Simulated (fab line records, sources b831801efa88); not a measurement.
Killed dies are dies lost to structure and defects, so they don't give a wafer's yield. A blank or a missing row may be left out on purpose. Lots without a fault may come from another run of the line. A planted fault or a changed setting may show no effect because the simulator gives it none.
fab line records | flow sky130 | part 2 of 2: steps 27 to 37 of 37
record lots=5 wafers=15 last_day=49
route steps=708 shown FIELD_ISO@15 NWELL@32 DNWELL@35 PWDE@45
lots that met no fault: from a run of the same line without faults
start_h: hours from the record's first day to the start of the lot's first wafer shown | wait_h: hours since the lot's step before | " the same as in the row above | L1.1+2: a row that stands for several wafers | - no value, or no start given | * or withheld: withheld | < > ~ a bound
route shown NAME@n: a module of which the file shows steps, and the number in the route of the first | usual: mean/standard deviation of fault-free wafers | same: alike in all rows | chamber/n: place in a boat | sites: the reading at each site | _std_site: their standard deviation | _edge_site: outer sites' mean less inner sites' | radius_mm: how far each site lies from the wafer's centre | mask NAME#n: copy n | behind: the tool/chamber that last shaped the wafer | hold: why the lot was held/for how many hours/how that ended | device: the transistor (n, p or np) that didn't switch | end of line: the same wafers' tests at the end of the route | a step without rows: its recipe alone | killed: dies lost to structure and defects at the first sort, not the wafer's yield | map: a wafer's dies, x killed, . not, _ none there
set.NAME: the setting as run; set.NAME@STEP: as run at that earlier step | model.NAME: the simulator's own value behind a step, which no gauge read
lots at some steps of the route; a table a step, a row a wafer
services: from which hour (start_h, from the record's first day; less than 0 if before it) a tool's chamber was out of use, for how many hours, and why
## steps
# step SKY_DNWELL_DEVELOP_06
# recipe wall_angle_deg=90 developer=TMAH develop_time_s=60 dev_temp_c=23
# usual developer_temp_C=22.99/0.11
# columns lot.wafer tool chamber start_h wait_h developer_temp_C
L074.2 litho_track-04 0 - - 23.12
L074.5 " 0 " " 23.16
L074.6 " 0 " " 23.22
L077.2 litho_track-02 0 - - 23.01
L077.3 " 0 " " 23.04
L077.5 " 0 " " 22.86
L079.1 litho_track-02 0 - - 22.99
L079.3 " 0 " " 23.08
L079.5 " 0 " " 23.06
L082.1 litho_track-03 0 - - 22.74
L082.2 " 0 " " 22.92
L082.5 " 0 " " 22.69
L090.3 litho_track-02 0 - - 23.03
L090.4 " 0 " " 23.06
L090.5 " 0 " " 22.95
# step SKY_DNWELL_IMPLANT_07
# recipe species=P energy_kev=withheld dose_cm2=withheld tilt_deg=withheld
# same implant_ion_amu=*
# columns lot.wafer tool chamber start_h wait_h
L074.2+5+6 implanter-04 0 55.65 -
L077.2+3+5 implanter-04 0 68.73 -
L079.1+3+5 implanter-01 0 79.90 -
L082.1+2+5 implanter-04 0 94.85 -
L090.3+4+5 implanter-03 0 139.70 -
# step SKY_DNWELL_STRIP_08
# recipe chemistry=O2/N2 power_w=1400 pressure_mtorr=1500 platen_temp_c=withheld o2_flow_sccm=3000 n2_flow_sccm=300 overash_fraction=0.5
# usual chamber_pressure_mTorr=1500.0/1.4 drypump_motor_current_A=5.9/0.63 oes_product_au=0.722/0.0042 strip_time_to_endpoint_s=36.94/0.092
# columns lot.wafer tool chamber start_h wait_h chamber_pressure_mTorr drypump_motor_current_A oes_product_au rf_hours_counter_h strip_time_to_endpoint_s
L074.2 plasma_asher-02 0 55.78 0.1 1499.3 6.1 0.721 41 36.91
L074.5 " 0 " " 1497.6 6.0 0.724 - 36.91
L074.6 " 1 " " 1500.0 4.8 0.728 - 37.01
L077.2 plasma_asher-01 0 68.85 0.1 1496.6 6.5 0.721 39 36.91
L077.3 " 1 " " 1500.7 5.0 0.718 - 36.99
L077.5 " 0 " " 1500.7 6.6 0.722 - 36.93
L079.1 plasma_asher-02 0 80.05 0.1 1501.3 6.1 0.718 43 36.96
L079.3 " 0 " " 1497.5 6.1 0.719 - 36.93
L079.5 " 0 " " 1500.1 6.0 0.718 - 37.00
L082.1 plasma_asher-02 0 95.15 0.2 1499.9 6.1 0.725 45 36.99
L082.2 " 1 " " 1501.0 4.8 0.720 45 37.05
L082.5 " 1 " " 1498.5 4.8 0.728 - 36.93
L090.3 plasma_asher-01 0 139.84 0.1 1500.0 6.5 0.721 - 37.15
L090.4 " 1 " " 1499.5 5.1 0.718 - 37.05
L090.5 " 1 " " 1501.1 5.1 0.719 - 37.03
# step SKY_DNWELL_TW_MEAS_09
# usual DNWELL_TW=1115/11
# columns lot.wafer tool chamber start_h wait_h DNWELL_TW
L074.2 film_metro-01 - 55.89 0.1 1125
L074.5 " - " " 1124
L074.6 " - " " 1130
L077.2 film_metro-01 - 68.96 0.1 1126
L077.3 " - " " 1130
L077.5 " - " " 1129
L079.1 film_metro-04 - 80.15 0.1 1110
L079.3 " - " " 1109
L079.5 " - " " 1111
L082.1 film_metro-03 - 95.25 0.1 1115
L082.2 " - " " 1110
L082.5 " - " " 1114
L090.3 film_metro-03 - 139.92 0.1 1096
L090.4 " - " " 1098
L090.5 " - " " 1103
# step SKY_PWDE_DEHYDRATE_00
# recipe temp_c=200 time_s=60
# usual heater_power_total_W=160.38/0.13
# columns lot.wafer tool chamber start_h wait_h heater_power_total_W
L074.2 litho_track-03 0 62.87 7.0 160.20
L074.5 " 0 " " 160.46
L074.6 " 0 " " 160.54
L077.2 litho_track-04 0 76.30 7.3 160.29
L077.3 " 0 " " 160.28
L077.5 " 0 " " 160.48
L079.1 litho_track-04 0 88.78 8.6 160.46
L079.3 " 0 " " 160.50
L079.5 " 0 " " 160.56
L082.1 litho_track-04 0 103.03 7.8 160.27
L082.2 " 0 " " 160.32
L082.5 " 0 " " 160.54
L090.3 litho_track-01 0 149.31 9.4 160.18
L090.4 " 0 " " 160.57
L090.5 " 0 " " 160.30
# step SKY_PWDE_HMDS_01
# recipe prime_time_s=60 prime_temp_c=120
# columns lot.wafer tool chamber start_h wait_h
L074.2+5+6 litho_track-03 0 63.02 0.1
L077.2+3+5 litho_track-04 0 76.45 0.1
L079.1+3+5 litho_track-04 0 88.93 0.1
L082.1+2+5 litho_track-04 0 103.18 0.1
L090.3+4+5 litho_track-01 0 149.46 0.1
# step SKY_PWDE_COAT_02
# recipe spin_rpm=2000 resist_thk_nm=3059
# usual spin_speed_rpm=2000.0/1.2
# columns lot.wafer tool chamber start_h wait_h spin_speed_rpm
L074.2 litho_track-03 0 63.17 0.1 1999.4
L074.5 " 0 " " 1998.3
L074.6 " 0 " " 1999.4
L077.2 litho_track-04 0 76.60 0.1 2002.2
L077.3 " 0 " " 2000.0
L077.5 " 0 " " 1999.3
L079.1 litho_track-04 0 89.08 0.1 1998.4
L079.3 " 0 " " 2000.1
L079.5 " 0 " " 2000.0
L082.1 litho_track-04 0 103.33 0.1 2001.0
L082.2 " 0 " " 1998.3
L082.5 " 0 " " 1997.6
L090.3 litho_track-01 0 149.61 0.1 2000.8
L090.4 " 0 " " 2000.4
L090.5 " 0 " " 2001.7
# step SKY_PWDE_SOFTBAKE_03
# recipe temp_c=110 time_s=withheld
# usual heater_power_total_W=65.32/0.15
# columns lot.wafer tool chamber start_h wait_h heater_power_total_W
L074.2 litho_track-03 0 63.33 0.1 65.15
L074.5 " 0 " " 65.13
L074.6 " 0 " " 65.31
L077.2 litho_track-04 0 76.76 0.1 65.26
L077.3 " 0 " " 65.37
L077.5 " 0 " " 65.18
L079.1 litho_track-04 0 89.23 0.1 65.38
L079.3 " 0 " " 65.20
L079.5 " 0 " " 65.47
L082.1 litho_track-04 0 103.48 0.1 65.31
L082.2 " 0 " " 65.19
L082.5 " 0 " " 65.28
L090.3 litho_track-01 0 149.78 0.1 65.51
L090.4 " 0 " " 65.19
L090.5 " 0 " " 65.30
# step SKY_PWDE_EXPOSE_04
# recipe mask_id=PWDEM na=0.6 source_shape=conventional sigma_outer=0.6 polarization=unpolarized target_cd_nm=840 dose_mj=214
# same na=0.6 sigma_outer=0.6
# columns lot.wafer tool chamber start_h wait_h mask
L074.2+5+6 iline_stepper-01 0 - - PWDEM#0
L077.2+3+5 iline_stepper-01 0 - - PWDEM#0
L079.1+3+5 iline_stepper-02 0 - - PWDEM#0
L082.1+2+5 iline_stepper-02 0 - - PWDEM#0
L090.3+4+5 iline_stepper-01 0 - - PWDEM#0
# step SKY_PWDE_PEB_05
# recipe temp_c=115 time_s=withheld
# usual heater_power_total_W=69.34/0.11
# columns lot.wafer tool chamber start_h wait_h heater_power_total_W
L074.2 litho_track-01 0 - - 69.48
L074.5 " 0 " " 69.29
L074.6 " 0 " " 69.29
L077.2 litho_track-04 0 - - 69.39
L077.3 " 0 " " 69.24
L077.5 " 0 " " 69.24
L079.1 litho_track-04 0 - - 69.36
L079.3 " 0 " " 69.39
L079.5 " 0 " " 69.26
L082.1 litho_track-03 0 - - 69.29
L082.2 " 0 " " 69.46
L082.5 " 0 " " 69.23
L090.3 litho_track-04 0 - - 69.28
L090.4 " 0 " " 69.39
L090.5 " 0 " " 69.45
# step SKY_PWDE_DEVELOP_06
# recipe wall_angle_deg=90 developer=TMAH develop_time_s=60 dev_temp_c=23
# usual developer_temp_C=23.01/0.095
# columns lot.wafer tool chamber start_h wait_h developer_temp_C
L074.2 litho_track-01 0 - - 23.08
L074.5 " 0 " " 22.91
L074.6 " 0 " " 22.96
L077.2 litho_track-04 0 - - 23.00
L077.3 " 0 " " 23.00
L077.5 " 0 " " 23.07
L079.1 litho_track-04 0 - - 22.95
L079.3 " 0 " " 22.87
L079.5 " 0 " " 22.92
L082.1 litho_track-03 0 - - 23.12
L082.2 " 0 " " 23.08
L082.5 " 0 " " 23.08
L090.3 litho_track-04 0 - - 23.25
L090.4 " 0 " " 23.07
L090.5 " 0 " " 23.18
## services
# columns tool chamber start_h hours kind
cmp-02 - 10.99 0.9 repair
rie_diel-01 - 13.30 4.3 pm
cmp-01 - 19.22 0.2 repair
rie_si-01 3 21.74 2.4 repair
iline_stepper-02 - 24.07 1.7 pm
rie_si-01 0 30.36 18.0 repair
rie_diel-02 2 35.69 5.9 repair
implanter-04 - 36.32 6.2 pm
furnace-02 - 42.50 4.0 pm
rie_diel-02 1 77.58 14.4 repair
implanter-04 - 79.45 1.8 repair
rie_diel-02 - 85.15 2.8 pm
wet_bench-04 - 104.39 1.9 pm
cmp-02 - 117.89 0.4 repair
rie_diel-02 - 122.40 0.6 repair
rie_diel-01 2 124.13 4.0 repair
implanter-04 - 126.91 5.9 repair
plasma_asher-02 - 127.18 10.7 repair
iline_stepper-02 - 128.00 3.7 repair
plasma_asher-03 - 129.48 10.0 repair
iline_stepper-01 - 156.48 1.7 pm
hdpcvd-02 0 156.73 3.4 repair
cmp-02 - 156.86 23.9 pm
hdpcvd-02 2 158.71 19.6 repair
